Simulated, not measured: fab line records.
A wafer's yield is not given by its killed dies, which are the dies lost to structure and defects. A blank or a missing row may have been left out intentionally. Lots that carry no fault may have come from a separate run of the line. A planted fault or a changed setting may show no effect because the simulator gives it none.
One fault through the eyes of 2 desks	flow sfq-line	each desk has only its own numbers; what lay behind them comes last

THE TOOL OWNER'S DESK: litho-track-01
The tool's own readings at SFQ_TRILAYER_M7_LITHO_COAT_177 (resist thk 600 nm): means of the sampled wafers that have a number, for each lot that ran on this tool. If a lot's mean is further than 4 standard deviations from the usual mean, the lot is out of limits and carries the mark OUT (the distance appears in the brackets).
Columns: A = spin-speed-rpm at SFQ_TRILAYER_M7_LITHO_COAT_177, usual 3000.0 rpm
lot	first seen here	A
L504	day 69 06:32	2999.8
L506	day 70 10:14	3155.9 (+87) OUT
L513	day 71 21:46	3157.4 (+87) OUT
L520	day 74 02:31	2999.3
Finding of this desk: L506, L513 out of limits; the first was L506 at day 70 10:14, on spin-speed-rpm at SFQ_TRILAYER_M7_LITHO_COAT_177. L504, L520 stayed within limits.

THE METROLOGY DESK
What the gauges read, lot by lot, whatever tool the lot ran on: means of the sampled wafers that have a number. If a lot's mean is further than 4 standard deviations from the usual mean, the lot is out of limits and carries the mark OUT (the distance appears in the brackets).
Columns: A = I6_OVL at SFQ_I6_OVL_MEAS_942, usual -2 nm; B = M7_NB_RS at SFQ_M7_RS_MEAS_943, usual 0.887 ohm/sq; C = M7_OVL at SFQ_M7_OVL_MEAS_945, usual -1 nm
lot	first seen here	A	B	C
L502	day 68 04:58	3	0.885	-5
L504	day 69 04:57	-2	0.878	-5
L506	day 70 08:35	0	0.895	-0
L513	day 71 20:12	3	0.880	1
L514	day 72 23:37	-3	0.900	2
L520	day 74 00:49	-10	0.886	-9
Finding of this desk: none of the 6 lots has anything out of limits.

PUT TOGETHER
An alarm could have come from the tool owner's desk at day 70 10:14, on L506, L513.
The metrology desk saw nothing out of limits.
The metrology desk holds a record of L506, L513, inside its limits.
On litho-track-01, each named lot ran SFQ_TRILAYER_M7_LITHO_COAT_177.

WHAT WAS PUT IN BY THE SIMULATOR
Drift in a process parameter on litho-track-01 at SFQ_TRILAYER_M7_LITHO_COAT_177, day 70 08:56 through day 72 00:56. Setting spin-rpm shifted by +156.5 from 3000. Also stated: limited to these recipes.
Lots struck among those shown: L506, L513.
Each desk's first reading out of limits, in hours after the fault started: the tool owner's desk, 1.
